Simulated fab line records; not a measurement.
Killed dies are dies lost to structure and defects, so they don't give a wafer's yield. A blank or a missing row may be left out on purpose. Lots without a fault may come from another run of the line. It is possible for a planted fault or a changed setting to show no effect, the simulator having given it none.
Matching of chambers | flow gf180mcu | rieDiel-02 running GF_V3_ETCH_16: 4 sister chambers
The step etches BARC in N2/H2. 16 wafers are shown with their chamber, then 8 later ones without.

== WAFERS, EACH WITH ITS CHAMBER ==
wafer  | chamber | throttleValvePct (%) | oesProductAu (a.u.)
L078.1 | 1       | 13.218               | 0.862
L078.2 | 0       | 13.231               | 0.855
L078.3 | 2       | 13.211               | 0.851
L079.1 | 2       | 13.214               | 0.847
L079.2 | 1       | 13.217               | 0.855
L079.3 | 3       | 13.235               | 0.859
L079.4 | 0       | 13.222               | 0.854
L079.5 | 2       | 13.218               | 0.851
L079.6 | 3       | 13.232               | 0.854
L080.1 | 2       | 13.220               | 0.861
L080.2 | 1       | 13.217               | 0.856
L080.4 | 0       | 13.236               | 0.859
L085.2 | 2       | 13.232               | 0.852
L085.5 | 0       | 13.232               | 0.848
L085.6 | 3       | 13.216               | 0.853
L090.3 | 1       | 13.232               | 0.857

SIGNATURES, as means of the wafers listed above
reading          | chamber 0 | chamber 1 | chamber 2 | chamber 3 | scatter within a chamber
throttleValvePct | 13.23025  | 13.22100  | 13.21900  | 13.22767  | 0.00783
oesProductAu     | 0.85400   | 0.85750   | 0.85240   | 0.85533   | 0.00427
Rule: a wafer lies at a distance from a chamber equal to the root of the sum of squares, over the readings, of (its reading less the chamber's mean, divided by the reading's scatter). The wafer belongs to the nearest chamber; if the next one is less than 2 further off, it can't be placed. The scatter: the root of (the sum of the squares of (reading less its chamber's mean) over the shown wafers, divided by (wafers less chambers)).

== WAFERS WITH NO CHAMBER GIVEN ==
wafer  | throttleValvePct (%) | oesProductAu (a.u.)
L090.5 | 13.235               | 0.857
L090.6 | 13.218               | 0.854
L096.3 | 13.230               | 0.854
L096.5 | 13.244               | 0.863
L096.6 | 13.242               | 0.864
L097.1 | 13.224               | 0.855
L097.2 | 13.238               | 0.851
L097.4 | 13.236               | 0.852

== THE CHAMBER EACH PASSED THROUGH ==
wafer  | from the rows above               | in truth
L090.5 | can't be placed: 0 or 3 or 1 or 2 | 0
L090.6 | can't be placed: 2 or 1 or 3 or 0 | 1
L096.3 | can't be placed: 0 or 3 or 1 or 2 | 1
L096.5 | can't be placed: 0 or 3 or 1 or 2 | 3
L096.6 | can't be placed: 3 or 0 or 1 or 2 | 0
L097.1 | can't be placed: 3 or 1 or 0 or 2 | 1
L097.2 | can't be placed: 0 or 3 or 2 or 1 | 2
L097.4 | can't be placed: 0 or 3 or 2 or 1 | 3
Placed correctly: 0 of 8. From these rows, 8 cannot be placed; in 8 the true chamber is one of the candidates. Placed wrongly: 0.
